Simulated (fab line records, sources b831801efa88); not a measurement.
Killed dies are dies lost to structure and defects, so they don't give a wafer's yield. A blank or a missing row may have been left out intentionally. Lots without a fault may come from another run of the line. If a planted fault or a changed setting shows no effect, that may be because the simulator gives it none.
Struck lot and sound lot, side by side -- flow sky130 -- 14 out of 708 route steps
Sound: wafers L745.2, L745.3, L745.5. Struck: wafers L740.1, L740.5, L740.6. The cause is given at the end.
For every step that has rows: the tool of each side, followed by ch and its chambers, followed by its first start. Under that, the readings that differ: sound wafers -- struck wafers -- difference of the means -- sigmas: that difference in standard deviations of wafers without a fault.
alike: same words and numbers on both sides, and readings whose means sit less than 2 such deviations apart. not compared: any withheld reading, any reading some wafer has no value for, any bound like >300 that may hide the same value, and any number with overlapping values for which the record gives no deviation.
Wherever a step has rows on one side only, a row that says differs or no value, or a row with sigmas, the two part there. When numbers do not overlap yet have no deviation, they are printed without sigmas and do not part them. Lack of a reading on every wafer of one side parts them only where that side has two or more wafers.

SKY_VIA1_OVL_MEAS_13:
  sound on overlay-02, day 36 16:19; struck on overlay-01, day 35 10:28
  alike: VIA1_OVL
SKY_VIA1_ETCH_14: etches BARC in N2/H2, stops on SiO2, time 45.9 s, target depth 60 nm.
  sound on rie_diel-03 ch 0,2, day 36 16:21; struck on rie_diel-03 ch 0,1,3, day 35 10:30
  alike: drypump_motor_current_A, n2_flow_sccm, oes_product_au, throttle_valve_pct
  not compared: rf_hours_counter_h
SKY_VIA1_ETCH_15: etches SiO2 in C4F8/O2/Ar, stops on TiN, target depth 351 nm, time 54 s.
  sound on rie_diel-03 ch 0,2, day 36 16:23; struck on rie_diel-03 ch 0,1,3, day 35 10:32
  alike: oes_product_au
  not compared: rf_hours_counter_h
then, 4 steps without rows for these wafers: SKY_VIA1_STRIP_16 (strips in O2/N2); SKY_VIA1_STRIP_17 (strips in post etch residue remover, time 1200 s); SKY_VIA1_CLEAN_18 (cleans in IPA, time 180 s); SKY_VIA1_CLEAN_19 (cleans in O3/DIW).
SKY_VIA1_SPUTTER_20: material TiN, target thk 20 nm, time 80 s.
  sound on pvd_sputter-01, day 36 17:02; struck on pvd_sputter-01, day 35 11:11
  alike: cathode_dc_power_W, chamber_pressure_pa, throttle_valve_pct
SKY_VIA1_CVD_21: deposits W, target thk 270 nm, time 80.902 s.
  sound on cvd_w-01 ch 0,1, day 36 17:05; struck on cvd_w-01 ch 0,1, day 35 11:14
  alike: heater_power_w
SKY_VIA1_RS_MEAS_22: measures by four-point-probe.
  sound on film_metro-04, day 36 17:13; struck on film_metro-01, day 35 11:20
  alike: VIA1_W_RS
SKY_VIA1_THK_MEAS_23: measures by xrf.
  sound on film_metro-04, day 36 17:19; struck on film_metro-01, day 35 11:28
  alike: VIA1_W_THK
SKY_VIA1_CMP_24: polishes, stops on SiO2, t overpolish 15 s, target thk 0 nm.
  sound on cmp-02 ch 0,2,3, day 36 17:22; struck on cmp-01 ch 1,2, day 35 11:34
  alike: motor_current_A, overpolish_run_s, retaining_ring_pressure_frac, time_to_endpoint_s
SKY_METAL2_SPUTTER_00: material Ti, target thk 15 nm, time 10 s.
  sound on pvd_sputter-03, day 36 17:40; struck on pvd_sputter-03, day 35 11:49
  no value came back on the struck wafers for cathode_dc_power_W (W), chamber_pressure_pa (Pa), throttle_valve_pct (%); on the sound wafers cathode_dc_power_W (W) reads 2999.9 2999.8 2999.7
then, 1 step without rows for these wafers: SKY_METAL2_SPUTTER_01 (material TiN, target thk 20 nm, time 16.7 s).

== WHERE THEY PART ==
Within this record, at SKY_METAL2_SPUTTER_00 only.

WHY: what the simulator had put in
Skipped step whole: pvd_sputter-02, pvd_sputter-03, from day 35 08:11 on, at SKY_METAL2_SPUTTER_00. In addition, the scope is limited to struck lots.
